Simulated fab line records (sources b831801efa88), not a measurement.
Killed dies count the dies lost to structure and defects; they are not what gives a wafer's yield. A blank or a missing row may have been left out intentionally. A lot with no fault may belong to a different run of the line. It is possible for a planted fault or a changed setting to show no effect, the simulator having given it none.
fab line records    flow gf180mcu    part 2 of 2: steps 30 to 39 of 39
[record] lots = 5  wafers = 15  lastDay = 34
route steps=602 shown V1@346 M2@362 V2@382
lots untouched by any fault: they come from a run of this same line in which no faults occurred
startH: start of the lot's first displayed wafer, in hours after the record's first day    waitH: hours elapsed since this lot's preceding step    " the same as in the row above    L1.1+2: a row that stands for several wafers    - no value, or no start given    * or withheld: withheld    < > ~ a bound
route shown NAME@n: a module of which the file shows steps, and the number in the route of the first    usual: mean/standard deviation of fault-free wafers    same: alike in all rows    chamber/n: place in a boat    sites: the reading at each site    _std_site: their standard deviation    _edge_site: outer sites' mean less inner sites'    radiusMm: how far each site lies from the wafer's centre    mask NAME#n: copy n    behind: the tool/chamber that last shaped the wafer    hold: why the lot went on hold/how many hours it stayed there/how the hold came to an end    device: whichever transistor did not switch (one of n, p or np)    end of line: the route-end tests of the same wafers    a step without rows: its recipe alone    killed: the dies lost at the first sort to structure and to defects; this is not the yield of the wafer    map: per-die view of a wafer (x killed, . not killed, _ where there is no die)
set.NAME: setting as actually run; set.NAME@STEP: the setting as run at that earlier step    model.NAME: the simulator's own value behind a step, which no gauge read
lots seen at some steps along the route; tables by step, rows by wafer
services: a tool's chamber out of use, with start hour (startH, from the record's first day; less than 0 if before it), hours out, and reason
[[steps]]
[step GF_M2_DEVELOP_13]
[recipe] developTimeS = 60  devTempC = 21
lot.wafer   tool           chamber  startH  waitH
L082.2+3+6  lithoTrack-02  0        516.47  0.2
L083.2+3+4  lithoTrack-04  0        528.92  0.2
L084.2+5+6  lithoTrack-01  0        537.14  0.2
L085.3+4+6  lithoTrack-04  0        538.30  0.1
L097.1+5+6  lithoTrack-04  0        626.15  0.2
[step GF_M2_CD_MEAS_14]
[recipe] targetCdNm = 280
[usual] cdNm = 279.7/1.3
lot.wafer  tool      chamber  startH  waitH  cdNm
L082.2     cdSem-01  -        516.61  0.1    280.0
L082.3     "         -        "       "      279.3
L082.6     "         -        "       "      279.4
L083.2     cdSem-01  -        529.07  0.1    280.0
L083.3     "         -        "       "      280.5
L083.4     "         -        "       "      280.1
L084.2     cdSem-01  -        537.28  0.1    283.0
L084.5     "         -        "       "      282.5
L084.6     "         -        "       "      282.7
L085.3     cdSem-01  -        538.44  0.1    280.8
L085.4     "         -        "       "      280.7
L085.6     "         -        "       "      281.0
L097.1     cdSem-01  -        626.30  0.1    279.7
L097.5     "         -        "       "      279.0
L097.6     "         -        "       "      279.8
[step GF_M2_OVL_MEAS_15]
[usual] M2_OVL = -2/4.9
lot.wafer  tool        chamber  startH  waitH  M2_OVL[nm]
L082.2     overlay-01  -        516.72  0.1    -7
L082.3     "           -        "       "      1
L082.6     "           -        "       "      -2
L083.2     overlay-01  -        529.18  0.1    3
L083.3     "           -        "       "      4
L083.4     "           -        "       "      -1
L084.2     overlay-01  -        537.39  0.1    -8
L084.5     "           -        "       "      -1
L084.6     "           -        "       "      -2
L085.3     overlay-01  -        538.53  0.1    -5
L085.4     "           -        "       "      -4
L085.6     "           -        "       "      -4
L097.1     overlay-02  -        626.42  0.1    4
L097.5     "           -        "       "      -6
L097.6     "           -        "       "      -1
[step GF_M2_METAL_ETCH_16]
[recipe] chemistry = Cl2/BCl3  maskMaterial = KrF  targetDepthNm = 750.8  stopOn = SiO2  pressureMtorr = 8  icpW = 800  biasW = 140  Cl2_flow_sccm = 80  bcl3FlowSccm = 40  timeS = 125.1
[usual] biasW = 140.1/0.43  drypumpMotorCurrentA = 5.9/0.65  oesProductAu = 0.990/0.0054  throttleValvePct = 28.230/0.0096
lot.wafer  tool         chamber  startH  waitH  biasW  drypumpMotorCurrentA  oesProductAu  rfHoursCounterH  throttleValvePct
L082.2     rieMetal-04  0        516.79  0.1    140.0  6.7                   0.990         -                28.242
L082.3     "            0        "       "      140.1  6.7                   0.994         -                28.225
L082.6     "            0        "       "      140.0  6.7                   0.992         -                28.245
L083.2     rieMetal-02  1        529.21  0.0    139.1  5.1                   0.992         4                28.234
L083.3     "            0        "       "      139.8  6.0                   0.992         -                28.236
L083.4     "            1        "       "      139.6  5.1                   0.987         -                28.230
L084.2     rieMetal-04  1        537.42  0.0    139.7  4.9                   0.986         1                28.212
L084.5     "            1        "       "      140.5  4.9                   0.994         -                28.227
L084.6     "            0        "       "      139.6  6.7                   0.982         -                28.229
L085.3     rieMetal-02  1        538.60  0.1    140.2  5.1                   0.982         -                28.252
L085.4     "            0        "       "      139.4  6.1                   0.986         -                28.223
L085.6     "            0        "       "      139.4  6.1                   0.983         -                28.224
L097.1     rieMetal-04  1        626.45  0.0    140.2  4.9                   0.996         3                28.223
L097.5     "            0        "       "      139.5  6.7                   0.994         -                28.229
L097.6     "            1        "       "      140.2  4.9                   0.995         -                28.230
[step GF_M2_STRIP_17]
[recipe] chemistry = O2/N2  powerW = 1400  pressureMtorr = 1500  platenTempC = 250  o2FlowSccm = 3000  n2FlowSccm = 300  overashFraction = 0.5
[usual] drypumpMotorCurrentA = 5.9/0.42  heaterPowerW = 320/23  oesProductAu = 0.537/0.0051  stripTimeToEndpointS = 7.38/0.041
lot.wafer  tool            chamber  startH  waitH  drypumpMotorCurrentA  heaterPowerW  oesProductAu  rfHoursCounterH  stripTimeToEndpointS
L082.2     plasmaAsher-04  0        517.01  0.2    6.5                   279           0.528         39               7.37
L082.3     "               0        "       "      6.5                   282           0.543         -                7.35
L082.6     "               1        "       "      5.8                   337           0.539         -                7.37
L083.2     plasmaAsher-01  0        529.33  0.1    5.2                   333           0.540         82               7.41
L083.3     "               0        "       "      5.2                   333           0.546         -                7.38
L083.4     "               1        "       "      5.9                   351           0.535         -                7.38
L084.2     plasmaAsher-01  1        537.55  0.1    5.9                   336           0.544         83               7.39
L084.5     "               0        "       "      5.2                   331           0.537         -                7.35
L084.6     "               1        "       "      6.0                   344           0.545         -                7.36
L085.3     plasmaAsher-04  1        538.72  0.1    5.8                   341           0.543         -                7.37
L085.4     "               0        "       "      6.5                   286           0.538         -                7.38
L085.6     "               1        "       "      5.8                   343           0.531         -                7.39
L097.1     plasmaAsher-04  0        626.58  0.1    6.3                   289           0.534         51               7.39
L097.5     "               1        "       "      5.7                   330           0.541         -                7.31
L097.6     "               0        "       "      6.3                   280           0.533         -                7.33
[step GF_M2_STRIP_18]
[recipe] chemistry = postEtchResidueRemover  timeS = 1200  tempC = 72.5
lot.wafer   tool         chamber  startH  waitH
L082.2+3+6  wetBench-02  1        517.11  0.1
L083.2+3+4  wetBench-03  1        529.43  0.1
L084.2+5+6  wetBench-01  0        537.65  0.1
L085.3+4+6  wetBench-01  2        538.78  0.0
L097.1+5+6  wetBench-01  2        626.68  0.1
[step GF_M2_CLEAN_19]
[recipe] chemistry = DIW  dry = n2Spin
lot.wafer   tool         chamber  startH  waitH
L082.2+3+6  wetBench-03  1        517.48  0.0
L083.2+3+4  wetBench-01  0        529.81  0.0
L084.2+5+6  wetBench-02  2        537.99  0.0
L085.3+4+6  wetBench-02  3        539.13  0.0
L097.1+5+6  wetBench-03  1        627.02  0.0
[step GF_V2_CVD_00]
[recipe] material = SiO2  targetThkNm = 600  sigmaOpenFrac = 0.3  tempC = 400  timeS = 100  sih4FlowSccm = 60  pressureMtorr = 6
lot.wafer   tool       chamber  startH  waitH
L082.2+3+6  hdpcvd-02  2,1,1    517.57  0.0
L083.2+3+4  hdpcvd-02  1,0,0    529.90  0.0
L084.2+5+6  hdpcvd-02  0,1,2    538.08  0.0
L085.3+4+6  hdpcvd-01  2,2,0    539.22  0.0
L097.1+5+6  hdpcvd-02  1,0,2    627.12  0.0
[step GF_V2_THK_MEAS_01]
[recipe] reads = SiO2_of_V2_CVD_00
[usual] V2_CVD_00_THK = 595/7.1
lot.wafer  tool          chamber  startH  waitH  V2_CVD_00_THK[nm]
L082.2     filmMetro-04  -        517.66  0.0    592
L082.3     "             -        "       "      590
L082.6     "             -        "       "      593
L083.2     filmMetro-03  -        530.15  0.2    587
L083.3     "             -        "       "      584
L083.4     "             -        "       "      586
L084.2     filmMetro-04  -        538.17  0.0    581
L084.5     "             -        "       "      590
L084.6     "             -        "       "      595
L085.3     filmMetro-04  -        539.31  0.1    599
L085.4     "             -        "       "      596
L085.6     "             -        "       "      601
L097.1     filmMetro-04  -        627.19  0.0    595
L097.5     "             -        "       "      593
L097.6     "             -        "       "      613
[step GF_V2_CVD_02]
[recipe] material = SiO2  targetThkNm = 850  precursor = TEOS  tempC = 400  timeS = 94.851  rfW = 600
[usual] heaterPowerW = 635/74
lot.wafer  tool      chamber  startH  waitH  heaterPowerW  sinceWetCleanH
L082.2     pecvd-01  0        517.71  0.0    724           343
L082.3     "         1        "       "      526           343
L082.6     "         1        "       "      602           -
L083.2     pecvd-01  2        530.20  0.0    537           356
L083.3     "         0        "       "      804           356
L083.4     "         2        "       "      565           -
L084.2     pecvd-01  0        538.22  0.0    774           364
L084.5     "         2        "       "      623           -
L084.6     "         0        "       "      792           -
L085.3     pecvd-02  1        539.35  0.0    717           781
L085.4     "         2        "       "      486           -
L085.6     "         1        "       "      740           -
L097.1     pecvd-03  2        627.25  0.1    703           244
L097.5     "         0        "       "      631           -
L097.6     "         2        "       "      572           -
[[services]]
tool            chamber  startH  hours  kind
krfScanner-01   -        458.61  1.3    pm
krfScanner-02   -        462.06  0.8    pm
krfScanner-02   -        464.75  0.9    repair
pvdSputter-02   -        468.62  5.7    repair
wetBench-01     -        469.38  1.9    repair
krfScanner-02   -        475.99  0.1    repair
rieDiel-04      2        481.27  2.9    repair
wetBench-01     -        482.10  3.9    repair
rieDiel-04      -        484.85  14.6   pm
wetBench-01     -        500.76  1.7    repair
plasmaAsher-01  -        501.59  2.8    pm
krfScanner-02   -        508.24  1.0    pm
rieDiel-02      0        509.08  20.2   repair
plasmaAsher-01  -        515.56  2.4    repair
rieDiel-04      1        522.70  2.6    repair
krfScanner-01   -        530.39  0.8    pm
pvdSputter-04   -        532.45  2.3    repair
krfScanner-01   -        535.14  4.0    pm
pvdSputter-01   -        592.28  5.3    repair
pvdSputter-04   -        596.26  1.7    repair
krfScanner-01   -        597.85  1.0    pm
krfScanner-01   -        612.29  3.5    repair
pvdSputter-04   -        622.59  3.2    repair
plasmaAsher-01  -        625.92  3.2    repair
